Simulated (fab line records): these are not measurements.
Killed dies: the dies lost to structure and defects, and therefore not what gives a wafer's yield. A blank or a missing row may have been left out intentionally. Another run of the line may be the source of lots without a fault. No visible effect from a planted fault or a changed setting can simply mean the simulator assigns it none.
fab line records :: flow sky130
record
  lots=4
  wafers=12
  last-day=50
route steps=708 shown SONOS_TUNNEL@160 SONOS_ONO@168 GATE_OXIDE@187 PAD_OPEN@708
lots that met no fault: taken from a fault-free run of the same line
start-h: the number of hours between the record's first day and the start of the first shown wafer of the lot :: wait-h: hours from the lot's prior step to this one :: " repeats the value in the row above :: L1.1+2: one row covering several wafers at once :: - value missing, or start not given :: * or withheld: withheld :: < > ~ a bound
route shown NAME@n: names a module that has steps shown in the file, with the first one's number in the route :: usual: mean/standard deviation of fault-free wafers :: same: alike in all rows :: chamber/n: place in a boat :: sites: each site's reading :: _std_site: standard deviation of those values :: _edge_site: the outer-site mean with the inner-site mean subtracted :: radius-mm: for every site, how far away it sits from the centre of the wafer :: mask NAME#n: copy n :: behind: the last tool/chamber to shape the wafer :: hold: reason for holding the lot/hours on hold/outcome of the hold :: device: transistor that didn't switch, given as n, p or np :: end of line: tests of these same wafers at the route's end :: where a step has no rows: the recipe by itself :: killed: at the first sort, the dies lost to defects and structure; wafer yield is something else :: map: dies across one wafer; x = killed, . = not, _ = none there
set.NAME: the setting as run; set.NAME@STEP: as run at that earlier step :: model.NAME: the simulator's own value behind a step, which no gauge read
lots at some steps of the route; a table a step, a row a wafer
services: the hour from which a tool's chamber was out of use, counted from the record's first day as start-h (under 0 if before that day), plus the number of hours and why
## steps
# step SKY_SONOS_TUNNEL_DEVELOP_06
# recipe
  resist=NOVOLAK
  developer=TMAH
  develop-time-s=60.95
  dev-temp-c=23
# step SKY_SONOS_TUNNEL_IMPLANT_09
# recipe
  species=B
  energy-kev=20
  dose-cm2=1e+12
  tilt-deg=withheld
# step SKY_SONOS_TUNNEL_WET_ETCH_10
# recipe
  chemistry=dHF
  target-depth-nm=14
  target=SiO2
  dilution=100:1
  temp-c=25
  time-s=280
# step SKY_SONOS_TUNNEL_STRIP_11
# recipe
  chemistry=SPM
  time-s=600
  temp-c=130
# step SKY_SONOS_TUNNEL_CLEAN_13
# recipe
  chemistry=dHF
  time-s=20
  dilution=100:1
  dry=ipa-marangoni
# step SKY_SONOS_ONO_OXIDATION_00
# recipe
  temp-c=800
  ambient=O2
  idle-temp-c=700
  ramp-up-c-per-min=10
  ramp-down-c-per-min=3
  stabilise-s=600
  purge-s=300
  target-thk-a=26
  ox-time-s=1249
# step SKY_SONOS_ONO_CVD_02
# recipe
  material=Si3N4
  precursor=DCS/NH3
  target-thk-nm=10.5
  temp-c=770
  time-s=180
  pressure-mtorr=250
# step SKY_SONOS_ONO_CVD_04
# recipe
  material=SiO2
  precursor=SiH4/N2O
  target-thk-nm=5.7199
  temp-c=900
  pressure-mtorr=400
# usual
  pressure-mtorr=400.1/0.85
  zone-power-bottom-pct=30.8/1.5
lot.wafer: L519.1
tool: lpcvd-03
chamber: 1
start-h: 262.61
wait-h: 0.1
pressure-mtorr: 401.2
zone-power-bottom-pct: 32.2
model.SiO2_of_SONOS_ONO_CVD_04.thk-nm: 5.618

lot.wafer: L519.4
tool: lpcvd-03
chamber: 1
start-h: 262.61
wait-h: 0.1
pressure-mtorr: 401.0
zone-power-bottom-pct: 32.6
model.SiO2_of_SONOS_ONO_CVD_04.thk-nm: 5.751

lot.wafer: L519.6
tool: lpcvd-03
chamber: 1
start-h: 262.61
wait-h: 0.1
pressure-mtorr: 398.7
zone-power-bottom-pct: 31.9
model.SiO2_of_SONOS_ONO_CVD_04.thk-nm: 5.71

lot.wafer: L529.3
tool: lpcvd-03
chamber: 1
start-h: 338.14
wait-h: 0.0
pressure-mtorr: 479.0
zone-power-bottom-pct: 32.5
model.SiO2_of_SONOS_ONO_CVD_04.thk-nm: 6.285

lot.wafer: L529.5
tool: lpcvd-03
chamber: 1
start-h: 338.14
wait-h: 0.0
pressure-mtorr: 480.3
zone-power-bottom-pct: 32.6
model.SiO2_of_SONOS_ONO_CVD_04.thk-nm: 6.299

lot.wafer: L529.6
tool: lpcvd-03
chamber: 1
start-h: 338.14
wait-h: 0.0
pressure-mtorr: 481.6
zone-power-bottom-pct: 32.4
model.SiO2_of_SONOS_ONO_CVD_04.thk-nm: 6.248

lot.wafer: L530.1
tool: lpcvd-03
chamber: 1
start-h: 347.34
wait-h: 0.1
pressure-mtorr: 480.3
zone-power-bottom-pct: 32.1
model.SiO2_of_SONOS_ONO_CVD_04.thk-nm: 6.061

lot.wafer: L530.4
tool: lpcvd-03
chamber: 1
start-h: 347.34
wait-h: 0.1
pressure-mtorr: 480.1
zone-power-bottom-pct: 32.0
model.SiO2_of_SONOS_ONO_CVD_04.thk-nm: 6.164

lot.wafer: L530.5
tool: lpcvd-03
chamber: 1
start-h: 347.34
wait-h: 0.1
pressure-mtorr: 481.2
zone-power-bottom-pct: 32.7
model.SiO2_of_SONOS_ONO_CVD_04.thk-nm: 6.186

lot.wafer: L541.1
tool: lpcvd-03
chamber: 0
start-h: 430.98
wait-h: 0.1
pressure-mtorr: 399.5
zone-power-bottom-pct: 29.1
model.SiO2_of_SONOS_ONO_CVD_04.thk-nm: 5.782

lot.wafer: L541.3
tool: lpcvd-03
chamber: 0
start-h: 430.98
wait-h: 0.1
pressure-mtorr: 399.7
zone-power-bottom-pct: 29.2
model.SiO2_of_SONOS_ONO_CVD_04.thk-nm: 5.794

lot.wafer: L541.4
tool: lpcvd-03
chamber: 0
start-h: 430.98
wait-h: 0.1
pressure-mtorr: 399.6
zone-power-bottom-pct: 28.8
model.SiO2_of_SONOS_ONO_CVD_04.thk-nm: 5.754
# step SKY_SONOS_ONO_THK_MEAS_05
# recipe
  reads=SiO2_of_SONOS_ONO_CVD_04
# usual
  SONOS_ONO_CVD_04_THK=5.68/0.1
lot.wafer: L519.1
tool: film-metro-01
chamber: -
start-h: 263.86
wait-h: 0.0
hold: -
SONOS_ONO_CVD_04_THK[nm]: 5.62

lot.wafer: L519.4
tool: film-metro-01
chamber: -
start-h: 263.86
wait-h: 0.0
hold: -
SONOS_ONO_CVD_04_THK[nm]: 5.79

lot.wafer: L519.6
tool: film-metro-01
chamber: -
start-h: 263.86
wait-h: 0.0
hold: -
SONOS_ONO_CVD_04_THK[nm]: 5.72

lot.wafer: L529.3
tool: film-metro-02
chamber: -
start-h: 340.03
wait-h: 0.0
hold: await-dispo/0.2h/release
SONOS_ONO_CVD_04_THK[nm]: 6.26

lot.wafer: L529.5
tool: film-metro-02
chamber: -
start-h: 340.03
wait-h: 0.0
hold: await-dispo/0.2h/release
SONOS_ONO_CVD_04_THK[nm]: 6.33

lot.wafer: L529.6
tool: film-metro-02
chamber: -
start-h: 340.03
wait-h: 0.0
hold: await-dispo/0.2h/release
SONOS_ONO_CVD_04_THK[nm]: 6.22

lot.wafer: L529.3
tool: film-metro-02
chamber: -
start-h: 340.34
wait-h: 0.3
hold: -
SONOS_ONO_CVD_04_THK[nm]: 6.29

lot.wafer: L529.5
tool: film-metro-02
chamber: -
start-h: 340.34
wait-h: 0.3
hold: -
SONOS_ONO_CVD_04_THK[nm]: 6.29

lot.wafer: L529.6
tool: film-metro-02
chamber: -
start-h: 340.34
wait-h: 0.3
hold: -
SONOS_ONO_CVD_04_THK[nm]: 6.27

lot.wafer: L530.1
tool: film-metro-02
chamber: -
start-h: 348.59
wait-h: 0.0
hold: await-dispo/0.2h/release
SONOS_ONO_CVD_04_THK[nm]: 6.07

lot.wafer: L530.4
tool: film-metro-02
chamber: -
start-h: 348.59
wait-h: 0.0
hold: await-dispo/0.2h/release
SONOS_ONO_CVD_04_THK[nm]: 6.16

lot.wafer: L530.5
tool: film-metro-02
chamber: -
start-h: 348.59
wait-h: 0.0
hold: await-dispo/0.2h/release
SONOS_ONO_CVD_04_THK[nm]: 6.17

lot.wafer: L530.1
tool: film-metro-02
chamber: -
start-h: 348.81
wait-h: 0.2
hold: -
SONOS_ONO_CVD_04_THK[nm]: 6.06

lot.wafer: L530.4
tool: film-metro-02
chamber: -
start-h: 348.81
wait-h: 0.2
hold: -
SONOS_ONO_CVD_04_THK[nm]: 6.17

lot.wafer: L530.5
tool: film-metro-02
chamber: -
start-h: 348.81
wait-h: 0.2
hold: -
SONOS_ONO_CVD_04_THK[nm]: 6.17

lot.wafer: L541.1
tool: film-metro-01
chamber: -
start-h: 432.23
wait-h: 0.0
hold: -
SONOS_ONO_CVD_04_THK[nm]: 5.76

lot.wafer: L541.3
tool: film-metro-01
chamber: -
start-h: 432.23
wait-h: 0.0
hold: -
SONOS_ONO_CVD_04_THK[nm]: 5.77

lot.wafer: L541.4
tool: film-metro-01
chamber: -
start-h: 432.23
wait-h: 0.0
hold: -
SONOS_ONO_CVD_04_THK[nm]: 5.79
# step SKY_SONOS_ONO_HMDS_07
# recipe
  prime-time-s=60
  prime-temp-c=120
# step SKY_SONOS_ONO_COAT_08
# recipe
  resist=NOVOLAK
  spin-rpm=3000
  resist-thk-nm=1140
# step SKY_SONOS_ONO_SOFTBAKE_09
# recipe
  temp-c=90
  time-s=60
  resist=NOVOLAK
# step SKY_SONOS_ONO_EXPOSE_10
# recipe
  mask-id=ONOM
  target-cd-nm=410
  na=0.6
  source-shape=conventional
  sigma-outer=0.6
  dose-mj=150
# step SKY_SONOS_ONO_PEB_11
# recipe
  temp-c=withheld
  time-s=*
  resist=NOVOLAK
# step SKY_SONOS_ONO_DEVELOP_12
# recipe
  develop-time-s=60
  dev-temp-c=23
# step SKY_SONOS_ONO_ETCH_15
# recipe
  target-depth-nm=19.52
  chemistry=CHF3/O2
  source-w=610.5
  bias-w=200
  pressure-mtorr=40
  chf3-flow-sccm=50
  O2_flow_sccm=5
  time-s=7.8
# step SKY_SONOS_ONO_WET_ETCH_16
# recipe
  chemistry=dHF
  target-depth-nm=14
  dry=n2-spin
  target=SiO2
  dilution=100:1
  temp-c=25
  time-s=280
# step SKY_SONOS_ONO_STRIP_17
# recipe
  chemistry=O2/N2
  power-w=1400
  pressure-mtorr=1500
  platen-temp-c=withheld
  o2-flow-sccm=3000
  n2-flow-sccm=300
  overash-fraction=0.5
# step SKY_SONOS_ONO_WET_ETCH_18
# recipe
  chemistry=H3PO4
  target-depth-nm=15
  target=Si3N4
  temp-c=160
  time-s=172
# step SKY_GATE_OXIDE_CLEAN_00
# recipe
  chemistry=SC1/SC2
  mix=1:4:20
  temp-c=70
  time-s=150
  dry=n2-spin
# step SKY_GATE_OXIDE_OXIDATION_01
# recipe
  temp-c=900
  ambient=O2
  stabilise-s=600
  purge-s=300
  target-thk-a=102.68
  ox-time-s=1473
# step SKY_GATE_OXIDE_DEHYDRATE_03
# recipe
  temp-c=200
  time-s=60
# step SKY_GATE_OXIDE_HMDS_04
# recipe
  prime-time-s=60
  prime-temp-c=120
# step SKY_GATE_OXIDE_COAT_05
# recipe
  resist=NOVOLAK
  spin-rpm=3000
  resist-thk-nm=1140
# step SKY_GATE_OXIDE_SOFTBAKE_06
# recipe
  temp-c=90
  time-s=60
  resist=NOVOLAK
# step SKY_GATE_OXIDE_EXPOSE_07
# recipe
  mask-id=LVOM
  na=0.6
  source-shape=conventional
  sigma-outer=0.6
  polarization=unpolarized
  target-cd-nm=600
  dose-mj=170
# step SKY_GATE_OXIDE_PEB_08
# recipe
  temp-c=withheld
  time-s=*
  resist=NOVOLAK
# step SKY_GATE_OXIDE_DEVELOP_09
# recipe
  resist=NOVOLAK
  developer=TMAH
  develop-time-s=60
  dev-temp-c=23
# step SKY_GATE_OXIDE_IMPLANT_11
# recipe
  species=B
  energy-kev=10
  dose-cm2=2.6e+12
  tilt-deg=withheld
# step SKY_GATE_OXIDE_WET_ETCH_12
# recipe
  chemistry=dHF
  target-depth-nm=16.8
  dry=n2-spin
  target=SiO2
  dilution=100:1
  temp-c=25
  time-s=336
# step SKY_GATE_OXIDE_STRIP_13
# recipe
  chemistry=O2/N2
  power-w=1400
  pressure-mtorr=1500
  platen-temp-c=withheld
  o2-flow-sccm=3000
  n2-flow-sccm=300
  overash-fraction=0.5
# step SKY_GATE_OXIDE_CLEAN_15
# recipe
  chemistry=SC1/SC2
  mix=1:4:20
  temp-c=70
  time-s=150
  dry=n2-spin
lot.wafer: L519.1
tool: wet-bench-03
chamber: 0
start-h: 315.59
wait-h: 0.1
model.SiO2_of_SONOS_ONO_CVD_04.thk-nm: 4.099

lot.wafer: L519.4
tool: wet-bench-03
chamber: 0
start-h: 315.59
wait-h: 0.1
model.SiO2_of_SONOS_ONO_CVD_04.thk-nm: 4.227

lot.wafer: L519.6
tool: wet-bench-03
chamber: 0
start-h: 315.59
wait-h: 0.1
model.SiO2_of_SONOS_ONO_CVD_04.thk-nm: 4.186

lot.wafer: L529.3
tool: wet-bench-01
chamber: 2
start-h: 401.35
wait-h: 0.0
model.SiO2_of_SONOS_ONO_CVD_04.thk-nm: 4.78

lot.wafer: L529.5
tool: wet-bench-01
chamber: 2
start-h: 401.35
wait-h: 0.0
model.SiO2_of_SONOS_ONO_CVD_04.thk-nm: 4.792

lot.wafer: L529.6
tool: wet-bench-01
chamber: 2
start-h: 401.35
wait-h: 0.0
model.SiO2_of_SONOS_ONO_CVD_04.thk-nm: 4.738

lot.wafer: L530.1
tool: wet-bench-02
chamber: 1
start-h: 408.35
wait-h: 0.1
model.SiO2_of_SONOS_ONO_CVD_04.thk-nm: 4.569

lot.wafer: L530.4
tool: wet-bench-02
chamber: 1
start-h: 408.35
wait-h: 0.1
model.SiO2_of_SONOS_ONO_CVD_04.thk-nm: 4.666

lot.wafer: L530.5
tool: wet-bench-02
chamber: 1
start-h: 408.35
wait-h: 0.1
model.SiO2_of_SONOS_ONO_CVD_04.thk-nm: 4.693

lot.wafer: L541.1
tool: wet-bench-03
chamber: 3
start-h: 497.00
wait-h: 0.1
model.SiO2_of_SONOS_ONO_CVD_04.thk-nm: 4.265

lot.wafer: L541.3
tool: wet-bench-03
chamber: 3
start-h: 497.00
wait-h: 0.1
model.SiO2_of_SONOS_ONO_CVD_04.thk-nm: 4.272

lot.wafer: L541.4
tool: wet-bench-03
chamber: 3
start-h: 497.00
wait-h: 0.1
model.SiO2_of_SONOS_ONO_CVD_04.thk-nm: 4.234
# step SKY_PAD_OPEN_PROBE_99
# usual
  killed_at_M0_to_M3=43/6.5
  killed_at_M4_up=3.2/1.8
  killed-at-contacts=24/5
  killed-at-front-end=15/4.1
  killed-at-other=0.3/0.54
  killed-dies=85/9.3
  killed-open=47/7.2
  killed-short=39/5.9
# same
  gross-dies=492
  killed-at-back-side=0
lot.wafer: L519.1
tool: prober-01
chamber: -
start-h: 1083.56
wait-h: 0.1
killed_at_M0_to_M3: 47
killed_at_M4_up: 1
killed-at-contacts: 24
killed-at-front-end: 19
killed-at-other: 0
killed-dies: 91
killed-open: 45
killed-short: 45
model.etest.sonos-erased.drive-ua-um: 217.9
model.etest.sonos-uncharged.r-on-ohm-um: 817.3
model.etest.cap-ono.gate-log10-a-cm2: -7.874
model.etest.cap-ono.gate-bv-v: 16.25
model.etest.cap-ono.tox-acc-nm: 12.76
model.etest.sonos-programmed.vt-v: 1.577
model.etest.sonos-erased.vt-v: -2.35
model.etest.sonos-baked.vt-v: 0.9836

lot.wafer: L519.4
tool: prober-01
chamber: -
start-h: 1083.71
wait-h: 0.2
killed_at_M0_to_M3: 39
killed_at_M4_up: 8
killed-at-contacts: 27
killed-at-front-end: 24
killed-at-other: 0
killed-dies: 98
killed-open: 58
killed-short: 40
model.etest.sonos-erased.drive-ua-um: 193.2
model.etest.sonos-uncharged.r-on-ohm-um: 822.4
model.etest.cap-ono.gate-log10-a-cm2: -8.065
model.etest.cap-ono.gate-bv-v: 16.77
model.etest.cap-ono.tox-acc-nm: 13.05
model.etest.sonos-programmed.vt-v: 1.433
model.etest.sonos-erased.vt-v: -2.243
model.etest.sonos-baked.vt-v: 0.9414

lot.wafer: L519.6
tool: prober-01
chamber: -
start-h: 1083.81
wait-h: 0.2
killed_at_M0_to_M3: 43
killed_at_M4_up: 2
killed-at-contacts: 17
killed-at-front-end: 20
killed-at-other: 0
killed-dies: 82
killed-open: 42
killed-short: 40
model.etest.sonos-erased.drive-ua-um: 173.7
model.etest.sonos-uncharged.r-on-ohm-um: 812.9
model.etest.cap-ono.gate-log10-a-cm2: -7.941
model.etest.cap-ono.gate-bv-v: 16.83
model.etest.cap-ono.tox-acc-nm: 12.9
model.etest.sonos-programmed.vt-v: 1.455
model.etest.sonos-erased.vt-v: -2.261
model.etest.sonos-baked.vt-v: 0.9695

lot.wafer: L529.3
tool: prober-02
chamber: -
start-h: 1141.96
wait-h: 0.2
killed_at_M0_to_M3: 51
killed_at_M4_up: 5
killed-at-contacts: 31
killed-at-front-end: 10
killed-at-other: 1
killed-dies: 98
killed-open: 55
killed-short: 43
model.etest.sonos-erased.drive-ua-um: 117.4
model.etest.sonos-uncharged.r-on-ohm-um: 823.4
model.etest.cap-ono.gate-log10-a-cm2: -8.713
model.etest.cap-ono.gate-bv-v: 16.89
model.etest.cap-ono.tox-acc-nm: 13.52
model.etest.sonos-programmed.vt-v: 1.12
model.etest.sonos-erased.vt-v: -1.945
model.etest.sonos-baked.vt-v: 0.7342

lot.wafer: L529.5
tool: prober-02
chamber: -
start-h: 1142.06
wait-h: 0.2
killed_at_M0_to_M3: 34
killed_at_M4_up: 4
killed-at-contacts: 21
killed-at-front-end: 17
killed-at-other: 0
killed-dies: 76
killed-open: 45
killed-short: 31
model.etest.sonos-erased.drive-ua-um: 153.7
model.etest.sonos-uncharged.r-on-ohm-um: 820.5
model.etest.cap-ono.gate-log10-a-cm2: -8.753
model.etest.cap-ono.gate-bv-v: 17.33
model.etest.cap-ono.tox-acc-nm: 13.55
model.etest.sonos-programmed.vt-v: 1.131
model.etest.sonos-erased.vt-v: -1.975
model.etest.sonos-baked.vt-v: 0.7275

lot.wafer: L529.6
tool: prober-02
chamber: -
start-h: 1142.11
wait-h: 0.2
killed_at_M0_to_M3: 36
killed_at_M4_up: 1
killed-at-contacts: 21
killed-at-front-end: 21
killed-at-other: 0
killed-dies: 79
killed-open: 38
killed-short: 41
model.etest.sonos-erased.drive-ua-um: 141.7
model.etest.sonos-uncharged.r-on-ohm-um: 814.6
model.etest.cap-ono.gate-log10-a-cm2: -8.55
model.etest.cap-ono.gate-bv-v: 16.92
model.etest.cap-ono.tox-acc-nm: 13.48
model.etest.sonos-programmed.vt-v: 1.164
model.etest.sonos-erased.vt-v: -2.003
model.etest.sonos-baked.vt-v: 0.7268

lot.wafer: L530.1
tool: prober-02
chamber: -
start-h: 1146.70
wait-h: 0.1
killed_at_M0_to_M3: 45
killed_at_M4_up: 3
killed-at-contacts: 33
killed-at-front-end: 17
killed-at-other: 1
killed-dies: 99
killed-open: 64
killed-short: 35
model.etest.sonos-erased.drive-ua-um: 157.8
model.etest.sonos-uncharged.r-on-ohm-um: 828.2
model.etest.cap-ono.gate-log10-a-cm2: -8.49
model.etest.cap-ono.gate-bv-v: 16.5
model.etest.cap-ono.tox-acc-nm: 13.33
model.etest.sonos-programmed.vt-v: 1.202
model.etest.sonos-erased.vt-v: -2.07
model.etest.sonos-baked.vt-v: 0.7883

lot.wafer: L530.4
tool: prober-02
chamber: -
start-h: 1146.85
wait-h: 0.2
killed_at_M0_to_M3: 43
killed_at_M4_up: 3
killed-at-contacts: 24
killed-at-front-end: 11
killed-at-other: 0
killed-dies: 81
killed-open: 49
killed-short: 32
model.etest.sonos-erased.drive-ua-um: 147.3
model.etest.sonos-uncharged.r-on-ohm-um: 818.4
model.etest.cap-ono.gate-log10-a-cm2: -8.597
model.etest.cap-ono.gate-bv-v: 17.1
model.etest.cap-ono.tox-acc-nm: 13.47
model.etest.sonos-programmed.vt-v: 1.191
model.etest.sonos-erased.vt-v: -1.996
model.etest.sonos-baked.vt-v: 0.7914

lot.wafer: L530.5
tool: prober-02
chamber: -
start-h: 1146.90
wait-h: 0.2
killed_at_M0_to_M3: 35
killed_at_M4_up: 4
killed-at-contacts: 24
killed-at-front-end: 9
killed-at-other: 0
killed-dies: 72
killed-open: 36
killed-short: 36
model.etest.sonos-erased.drive-ua-um: 156.1
model.etest.sonos-uncharged.r-on-ohm-um: 834.5
model.etest.cap-ono.gate-log10-a-cm2: -8.63
model.etest.cap-ono.gate-bv-v: 17.09
model.etest.cap-ono.tox-acc-nm: 13.5
model.etest.sonos-programmed.vt-v: 1.134
model.etest.sonos-erased.vt-v: -1.99
model.etest.sonos-baked.vt-v: 0.7355

lot.wafer: L541.1
tool: prober-02
chamber: -
start-h: 1191.67
wait-h: 0.1
killed_at_M0_to_M3: 34
killed_at_M4_up: 6
killed-at-contacts: 23
killed-at-front-end: 16
killed-at-other: 0
killed-dies: 79
killed-open: 39
killed-short: 40
model.etest.sonos-erased.drive-ua-um: 199.3
model.etest.sonos-uncharged.r-on-ohm-um: 824
model.etest.cap-ono.gate-log10-a-cm2: -7.922
model.etest.cap-ono.gate-bv-v: 16.85
model.etest.cap-ono.tox-acc-nm: 12.85
model.etest.sonos-programmed.vt-v: 1.458
model.etest.sonos-erased.vt-v: -2.312
model.etest.sonos-baked.vt-v: 0.9629

lot.wafer: L541.3
tool: prober-02
chamber: -
start-h: 1191.77
wait-h: 0.2
killed_at_M0_to_M3: 41
killed_at_M4_up: 3
killed-at-contacts: 18
killed-at-front-end: 21
killed-at-other: 0
killed-dies: 83
killed-open: 47
killed-short: 36
model.etest.sonos-erased.drive-ua-um: 194
model.etest.sonos-uncharged.r-on-ohm-um: 806
model.etest.cap-ono.gate-log10-a-cm2: -7.909
model.etest.cap-ono.gate-bv-v: 16.54
model.etest.cap-ono.tox-acc-nm: 12.87
model.etest.sonos-programmed.vt-v: 1.459
model.etest.sonos-erased.vt-v: -2.319
model.etest.sonos-baked.vt-v: 0.929

lot.wafer: L541.4
tool: prober-02
chamber: -
start-h: 1191.82
wait-h: 0.2
killed_at_M0_to_M3: 48
killed_at_M4_up: 2
killed-at-contacts: 24
killed-at-front-end: 8
killed-at-other: 0
killed-dies: 82
killed-open: 44
killed-short: 37
model.etest.sonos-erased.drive-ua-um: 197.6
model.etest.sonos-uncharged.r-on-ohm-um: 819
model.etest.cap-ono.gate-log10-a-cm2: -7.905
model.etest.cap-ono.gate-bv-v: 16.18
model.etest.cap-ono.tox-acc-nm: 12.87
model.etest.sonos-programmed.vt-v: 1.45
model.etest.sonos-erased.vt-v: -2.322
model.etest.sonos-baked.vt-v: 0.9188
# killed by level:class
L519.1 VIA1:geometric-particle:open=14 CONTACT:geometric-particle:open=8 VIA3:geometric-particle:open=8 LOCAL_INTERCONNECT:geometric-particle:short=7 METAL2:geometric-particle:short=6 VIA2:geometric-particle:short=5 FIELD_ISO:geometric-particle:short=4 POLY_GATE:geometric-particle:short=4
L519.4 CONTACT:geometric-particle:open=9 VIA1:geometric-particle:open=9 LI_CONTACT:geometric-particle:open=8 FIELD_ISO:geometric-particle:open=7 VIA3:geometric-particle:open=6 METAL2:geometric-particle:short=6 POLY_GATE:geometric-particle:open=5 METAL4:geometric-particle:short=5
L519.6 VIA2:geometric-particle:open=10 FIELD_ISO:geometric-particle:short=9 CONTACT:geometric-particle:open=6 METAL1:geometric-particle:short=6 VIA1:geometric-particle:open=6 FIELD_ISO:geometric-particle:open=5 METAL2:geometric-particle:short=5 LOCAL_INTERCONNECT:geometric-particle:short=4
L529.3 VIA1:geometric-particle:open=14 VIA2:geometric-particle:open=10 CONTACT:geometric-particle:open=9 LI_CONTACT:geometric-particle:open=8 VIA3:geometric-particle:open=7 POLY_GATE:geometric-particle:short=6 LOCAL_INTERCONNECT:geometric-particle:short=5 VIA1:geometric-particle:short=5
L529.5 CONTACT:geometric-particle:open=12 VIA1:geometric-particle:open=6 POLY_GATE:geometric-particle:open=6 VIA3:geometric-particle:open=6 METAL4:geometric-particle:short=4 FIELD_ISO:geometric-particle:short=4 CONTACT:geometric-particle:short=4 METAL1:geometric-particle:short=4
L529.6 METAL1:geometric-particle:short=8 VIA1:geometric-particle:short=7 POLY_GATE:geometric-particle:open=6 LI_CONTACT:geometric-particle:open=6 CONTACT:geometric-particle:open=6 POLY_GATE:geometric-particle:short=5 METAL2:geometric-particle:short=5 VIA1:geometric-particle:open=4
L530.1 VIA1:geometric-particle:open=14 CONTACT:geometric-particle:open=11 LI_CONTACT:geometric-particle:open=10 VIA2:geometric-particle:open=8 LI_CONTACT:geometric-particle:short=7 FIELD_ISO:geometric-particle:open=5 VIA1:geometric-particle:short=5 POLY_GATE:geometric-particle:short=4
L530.4 VIA1:geometric-particle:open=15 LI_CONTACT:geometric-particle:open=11 VIA3:geometric-particle:open=5 METAL1:geometric-particle:short=5 CONTACT:geometric-particle:open=5 FIELD_ISO:geometric-particle:short=4 VIA2:geometric-particle:open=4 POLY_GATE:geometric-particle:open=3
L530.5 CONTACT:geometric-particle:open=8 VIA2:geometric-particle:open=8 METAL3:geometric-particle:short=7 LI_CONTACT:geometric-particle:open=7 METAL4:geometric-particle:short=4 METAL2:geometric-particle:short=4 VIA1:geometric-particle:open=4 CONTACT:geometric-particle:short=4
L541.1 LI_CONTACT:geometric-particle:open=9 VIA1:geometric-particle:open=8 CONTACT:geometric-particle:open=6 CONTACT:geometric-particle:short=6 VIA1:geometric-particle:short=6 VIA2:geometric-particle:open=5 METAL4:geometric-particle:short=5 FIELD_ISO:geometric-particle:short=4
L541.3 VIA3:geometric-particle:open=9 POLY_GATE:geometric-particle:short=8 CONTACT:geometric-particle:open=8 VIA1:geometric-particle:open=7 LI_CONTACT:geometric-particle:open=5 VIA2:geometric-particle:open=5 VIA1:geometric-particle:short=4 POLY_GATE:geometric-particle:open=3
L541.4 CONTACT:geometric-particle:open=9 VIA1:geometric-particle:open=9 METAL1:geometric-particle:short=7 VIA1:geometric-particle:short=6 CONTACT:geometric-particle:short=6 VIA2:geometric-particle:open=6 VIA3:geometric-particle:open=5 POLY_GATE:geometric-particle:open=4
## services
tool: wet-bench-02
chamber: -
start-h: 287.42
hours: 1.9
kind: pm

tool: lpcvd-03
chamber: -
start-h: 290.84
hours: 0.7
kind: repair

tool: lpcvd-03
chamber: -
start-h: 444.52
hours: 0.9
kind: repair
## key
first-sign
  step=SKY_SONOS_ONO_CVD_04
  reading=pressure-mtorr
  direction=up
  sigmas=95
  usual=400.1
  struck=480.4
effect
  step=SKY_SONOS_ONO_THK_MEAS_05
  reading=visit
  direction=added
effect
  step=SKY_SONOS_ONO_THK_MEAS_05
  reading=SONOS_ONO_CVD_04_THK
  direction=up
  sigmas=5.2
  usual=5.68
  struck=6.20
model-effect
  step=SKY_SONOS_ONO_CVD_04
  value=SiO2_of_SONOS_ONO_CVD_04.thk-nm
  without=5.661
  struck=6.207
model-effect
  step=SKY_GATE_OXIDE_CLEAN_15
  value=SiO2_of_SONOS_ONO_CVD_04.thk-nm
  without=4.161
  struck=4.706
model-effect
  step=SKY_PAD_OPEN_PROBE_99
  value=etest.sonos-erased.drive-ua-um
  without=174.1
  struck=145.6
met-at SKY_SONOS_ONO_CVD_04
struck-wafers L529.3,L529.5,L529.6,L530.1,L530.4,L530.5
tester-left-out L529,L530
onset-between 262.61 338.14
fault
  kind=process-parameter-drift
  tool=lpcvd-03
  chamber=-
  onset-h=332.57
  steps=SKY_SONOS_ONO_CVD_04
  channel=pressure-mtorr
  offset=80
  shape=step
  end-h=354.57
  stated=400
# tester-left-out: of these lots the tester's yield and bins aren't shown, on N5 and GAA mostly nor the transistor test; their killed dies are dies lost to structure and defects alone, not to doping, threshold or leakage, so they don't give the yield
